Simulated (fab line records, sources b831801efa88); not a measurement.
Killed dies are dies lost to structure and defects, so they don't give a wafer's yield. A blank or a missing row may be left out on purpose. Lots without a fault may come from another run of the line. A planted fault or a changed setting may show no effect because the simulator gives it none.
Chamber matching | flow gf180mcu | GF_V2_CMP_04 on cmp-01: 4 sister chambers
The step polishes SiO2. 4 wafers are shown with their chamber, then 8 later ones without.

WAFERS WITH THEIR CHAMBER
wafer  | chamber | motor_current_A (A)
L293.5 | 2       | 11.8
L294.3 | 1       | 11.8
L294.4 | 0       | 10.5
L296.2 | 3       | 11.0

WAFERS WITHOUT THEIR CHAMBER
wafer  | motor_current_A (A)
L296.4 | 11.3
L296.5 | 11.5
L297.2 | 11.3
L297.5 | 11.5
L297.6 | 12.0
L298.1 | 11.2
L298.3 | 11.6
L298.6 | 10.9

WHICH CHAMBER EACH WENT THROUGH
wafer  | from the rows above          | in truth
L296.4 | can't be placed: 3 or 1 or 2 | 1
L296.5 | can't be placed: 1 or 2 or 3 | 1
L297.2 | can't be placed: 3 or 1 or 2 | 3
L297.5 | can't be placed: 1 or 2 or 3 | 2
L297.6 | can't be placed: 1 or 2      | 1
L298.1 | can't be placed: 3 or 1 or 2 | 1
L298.3 | can't be placed: 1 or 2 or 3 | 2
L298.6 | can't be placed: 3 or 0      | 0
Placed correctly: 0 of 8. Can't be placed from these rows: 8 (the true chamber is among the candidates in 8). Placed wrongly: 0.
How it was worked out, from the rows above alone: a wafer's distance from a chamber is the root of the sum, over the readings, of the square of ((its reading less the chamber's mean) divided by the reading's scatter). The wafer belongs to the nearest chamber; if the next one is less than 2 further off, it can't be placed. A chamber's mean is the mean of its shown wafers. The scatter: with one shown wafer a chamber, the root of the mean of the squares of how far each hidden wafer lies from its nearest shown one.
